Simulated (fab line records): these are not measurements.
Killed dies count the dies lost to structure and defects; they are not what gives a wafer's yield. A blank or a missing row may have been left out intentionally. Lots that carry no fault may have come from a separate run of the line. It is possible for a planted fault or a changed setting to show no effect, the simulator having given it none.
The same fault as seen by 2 desks :: flow sfq-line :: numbers are kept per desk, each desk with only its own; the story behind them comes last

## METROLOGY DESK
What the gauges read for every lot (on any tool): the sampled wafers with a number, averaged. The brackets show how far a lot's mean lies from the usual mean; more than 4 standard deviations puts the lot out of limits, marked OUT.
Columns: A = M8_AU_RS at SFQ_M8_RS_MEAS_949, usual 0.1536 ohm/sq
lot: L480
first seen here: day 77 02:04
A: 0.1538

lot: L484
first seen here: day 77 12:52
A: 0.1534

lot: L485
first seen here: day 80 06:13
A: 0.1532

lot: L486
first seen here: day 80 07:25
A: 0.1531

lot: L487
first seen here: day 80 12:13
A: 0.1514

lot: L488
first seen here: day 81 14:26
A: 0.1556

lot: L491
first seen here: day 84 11:06
A: 0.1533

lot: L492
first seen here: day 84 18:18
A: 0.1547

lot: L493
first seen here: day 84 23:06
A: 0.1532

lot: L497
first seen here: day 85 17:59
A: 0.1547

lot: L499
first seen here: day 86 01:12
A: 0.1537

lot: L500
first seen here: day 86 03:34
A: 0.1543

lot: L501
first seen here: day 86 04:46
A: 0.1533

lot: L502
first seen here: day 86 10:47
A: 0.1561

lot: L503
first seen here: day 86 14:23
A: 0.1507
Result from this desk: across the 15 lots, nothing is out of limits.

## TOOL OWNER'S DESK, pecvd-02
The tool's own readings at SFQ_TRILAYER_I0_DEP_PECVD_027 (deposits SiO2 from SiH4/N2O, time 111.11 s, target thk 500 nm): means of the sampled wafers that have a number, for each lot that ran on this tool. The brackets show how far a lot's mean lies from the usual mean; more than 4 standard deviations puts the lot out of limits, marked OUT.
Columns: A = heater-power-w at SFQ_TRILAYER_I0_DEP_PECVD_027, usual 86 W; B = rf-fwd-power-W at SFQ_TRILAYER_I0_DEP_PECVD_027, usual 182.2 W; C = throttle-valve-pct at SFQ_TRILAYER_I0_DEP_PECVD_027, usual 24.1 %
lot: L480
first seen here: day 10 18:40
A: 93
B: 182.3
C: 22.6

lot: L484
first seen here: day 12 21:23
A: 89
B: 182.3
C: 22.4

lot: L487
first seen here: day 13 19:59
A: 96
B: 182.5
C: 22.8

lot: L491
first seen here: day 15 01:26
A: 95
B: 152.9 (-47) OUT
C: 23.2

lot: L492
first seen here: day 15 09:50
A: 106
B: 152.7 (-48) OUT
C: 22.9

lot: L493
first seen here: day 15 15:50
A: 92
B: 152.7 (-48) OUT
C: 22.8

lot: L499
first seen here: day 18 23:25
A: 79
B: 182.2
C: 23.2

lot: L500
first seen here: day 19 19:50
A: 81
B: 182.0
C: 23.0

lot: L501
first seen here: day 20 09:46
A: 92
B: 182.3
C: 23.2
This desk finds L491, L492, L493 out of limits, L491 being first, at day 15 01:26 (rf-fwd-power-W at SFQ_TRILAYER_I0_DEP_PECVD_027). Within limits: L480, L484, L487, L499, L500, L501.

## PUT TOGETHER
An alarm could have come from the tool owner's desk at day 15 01:26, on L491, L492, L493.
The metrology desk saw nothing out of limits.
The metrology desk has L491, L492, L493 on record, within its limits.
Every lot named ran SFQ_TRILAYER_I0_DEP_PECVD_027 on pecvd-02.

## WHAT THE SIMULATOR HAD INSERTED
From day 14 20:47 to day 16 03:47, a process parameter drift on pecvd-02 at SFQ_TRILAYER_I0_DEP_PECVD_027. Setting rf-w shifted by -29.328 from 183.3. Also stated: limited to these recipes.
Lots struck among those shown: L491, L492, L493.
Hours from the fault's start to each desk's first reading out of limits: the tool owner's desk, 5.
